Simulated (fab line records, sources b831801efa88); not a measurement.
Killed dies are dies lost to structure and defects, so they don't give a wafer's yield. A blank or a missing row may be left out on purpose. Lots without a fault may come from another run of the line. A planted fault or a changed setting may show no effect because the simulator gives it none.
A struck lot beside a sound one | flow sky130 | 35 steps out of a route of 708
Sound: wafers L891.1, L891.3, L891.6. Struck: wafer L884.6. (L884.3, L884.5 of the same lot were not struck and are left out.) The cause comes at the end.
At each step with rows: each side's tool, then ch and its chambers, then its first start. Under that, the readings that differ: sound wafers | struck wafers | difference of the means | sigmas: that difference in standard deviations of wafers without a fault.
alike: readings whose means differ by less than 2 such deviations, and words and numbers that are the same on both sides. not compared: withheld readings, readings that some wafer has no value for, bounds like >300 that may hide the same value, and numbers for which the record gives no deviation and whose values overlap.
The two part at a step that has a row with sigmas, a row that says differs or no value, or rows on one side only. Numbers that don't overlap but have no deviation are shown without sigmas and don't part them. A reading that every wafer of one side lacks parts them only if that side has two wafers or more.

first, 5 steps without rows for these wafers: SKY_METAL5_SOFTBAKE_10 (time 60 s); SKY_METAL5_EXPOSE_11 (exposes mask MM5, target cd 1600 nm); SKY_METAL5_PEB_12; SKY_METAL5_DEVELOP_13 (develop time 60 s); SKY_METAL5_DESCUM_14 (chemistry O2, time 11 s).
SKY_METAL5_METAL_ETCH_15: etches the open film in Cl2/BCl3, stops on SiO2, target depth 1260 nm, time 252 s.
  sound on rie_metal-03 ch 1, day 48 06:40; struck on rie_metal-01 ch 0, day 46 13:35
  alike: drypump_motor_current_A, oes_product_au, throttle_valve_pct
  not compared: rf_hours_counter_h
SKY_METAL5_STRIP_16: strips in O2/N2.
  sound on plasma_asher-01 ch 0, day 48 06:53; struck on plasma_asher-03 ch 1, day 46 13:46
  reading                     | sound       | struck | difference | sigmas
  drypump_motor_current_A (A) | 4.8 4.8 4.8 | 5.8    | +1.0       | +2
  alike: oes_product_au, strip_time_to_endpoint_s
  not compared: rf_hours_counter_h
then, 3 steps without rows for these wafers: SKY_METAL5_STRIP_17 (strips in post etch residue remover, time 1200 s); SKY_METAL5_CLEAN_18 (cleans in IPA, time 180 s); SKY_METAL5_CLEAN_19 (cleans in O3/DIW).
SKY_PASSIVATION_CVD_00: deposits SiO2, target thk 90 nm.
  sound on pecvd-03 ch 0,1, day 48 07:29; struck on pecvd-01 ch 1, day 46 14:25
  alike: heater_power_w
SKY_PASSIVATION_THK_MEAS_01:
  sound on film_metro-03, day 48 07:30; struck on film_metro-03, day 46 14:27
  alike: PASSIVATION_CVD_00_THK
SKY_PASSIVATION_CVD_02: deposits Si3N4, target thk 540 nm.
  sound on pecvd-01 ch 0,1,2, day 48 07:34; struck on pecvd-03 ch 0, day 46 14:29
  reading                                       | sound           | struck | difference | sigmas
  model.Si3N4_of_PASSIVATION_CVD_02.thk_nm (nm) | 523.7 527 539.6 | 747.7  | +217.6     |
  alike: heater_power_w
SKY_PASSIVATION_THK_MEAS_03:
  sound on film_metro-02, day 48 07:47; struck on film_metro-02, day 46 14:44
  reading                     | sound       | struck | difference | sigmas
  PASSIVATION_CVD_02_THK (nm) | 524 527 540 | 748    | +218       | +32
then, 7 steps without rows for these wafers: SKY_PASSIVATION_DEHYDRATE_04 (time 60 s); SKY_PASSIVATION_HMDS_05 (prime time 60 s); SKY_PASSIVATION_COAT_06 (resist thk 3000 nm); SKY_PASSIVATION_SOFTBAKE_07; SKY_PASSIVATION_EXPOSE_08 (exposes mask NSM, target cd 3000 nm); SKY_PASSIVATION_PEB_09; SKY_PASSIVATION_DEVELOP_10 (develop time 60 s).
SKY_PASSIVATION_ETCH_11: etches the open film in CF4/O2, stops on AlCu, target depth 725 nm, time 161.1 s.
  sound on rie_diel-04 ch 0,2,3, day 49 01:37; struck on rie_diel-02 ch 0, day 47 10:46
  reading                                 | sound             | struck | difference | sigmas
  oes_product_au (a.u.)                   | 0.970 0.963 0.981 | 0.988  | +0.017     | +2
  model.PASSIVATION.feature_depth_nm (nm) | 687.2 690.8 705.4 | 721.8  | +27.3      |
  model.etch.depth_nm (nm)                | 687.2 690.8 705.4 | 721.8  | +27.3      |
  alike: drypump_motor_current_A, throttle_valve_pct
  not compared: rf_hours_counter_h
SKY_PASSIVATION_STRIP_12: strips in O2/N2.
  sound on plasma_asher-01 ch 0,1, day 49 01:44; struck on plasma_asher-04 ch 0, day 47 10:55
  alike: drypump_motor_current_A, oes_product_au, strip_time_to_endpoint_s
  not compared: rf_hours_counter_h
then, 7 steps without rows for these wafers: SKY_PAD_OPEN_DEHYDRATE_00 (time 60 s); SKY_PAD_OPEN_HMDS_01 (prime time 60 s); SKY_PAD_OPEN_COAT_02 (resist thk 3000 nm); SKY_PAD_OPEN_SOFTBAKE_03; SKY_PAD_OPEN_EXPOSE_04 (exposes mask PDM, target cd 60000 nm); SKY_PAD_OPEN_PEB_05; SKY_PAD_OPEN_DEVELOP_06 (develop time 60 s).
SKY_PAD_OPEN_ETCH_07: etches the open film in CF4/O2, stops on AlCu, target depth 725 nm, time 161.1 s.
  sound on rie_diel-01 ch 0,3, day 49 18:34; struck on rie_diel-01 ch 3, day 48 06:24
  reading                              | sound             | struck | difference | sigmas
  oes_product_au (a.u.)                | 0.963 0.969 0.980 | 0.991  | +0.020     | +3
  model.PAD_OPEN.feature_depth_nm (nm) | 687.2 690.8 705.4 | 725.5  | +31.0      |
  model.etch.depth_nm (nm)             | 687.2 690.8 705.4 | 725.5  | +31.0      |
  alike: drypump_motor_current_A, throttle_valve_pct
  not compared: rf_hours_counter_h
SKY_PAD_OPEN_STRIP_08: strips in O2/N2.
  sound on plasma_asher-01 ch 0,1, day 49 18:41; struck on plasma_asher-02 ch 1, day 48 06:32
  alike: drypump_motor_current_A, oes_product_au, strip_time_to_endpoint_s
  not compared: rf_hours_counter_h
SKY_PAD_OPEN_STRIP_09: strips in post etch residue remover, time 1200 s.
  sound on wet_bench-04 ch 1, day 49 18:47; struck on wet_bench-03 ch 0, day 48 06:37
  reading                                       | sound             | struck | difference | sigmas
  model.Si3N4_of_PASSIVATION_CVD_02.thk_nm (nm) | 523.4 526.6 539.2 | 747.4  | +217.7     |
then, 1 step without rows for these wafers: SKY_PAD_OPEN_CLEAN_10 (cleans in IPA, time 180 s).
SKY_PAD_OPEN_PROBE_99:
  sound on prober-01, day 49 20:55; struck on prober-02, day 48 09:01
  reading         | sound | struck | difference | sigmas
  killed_at_other | 0 0 0 | 1      | +1         | +2
  alike: defect_limited_yield, killed_at_M0_to_M3, killed_at_M4_up, killed_at_contacts, killed_at_front_end, killed_dies, killed_open, killed_short, sort_bin_3_pad_short, sort_bin_5_function, sort_bin_6_memory, sort_n_pass, sort_yield_pct

WHERE THEY PART
First at SKY_METAL5_STRIP_16; last, within this record, at SKY_PAD_OPEN_PROBE_99.

WHY: what the simulator had put in
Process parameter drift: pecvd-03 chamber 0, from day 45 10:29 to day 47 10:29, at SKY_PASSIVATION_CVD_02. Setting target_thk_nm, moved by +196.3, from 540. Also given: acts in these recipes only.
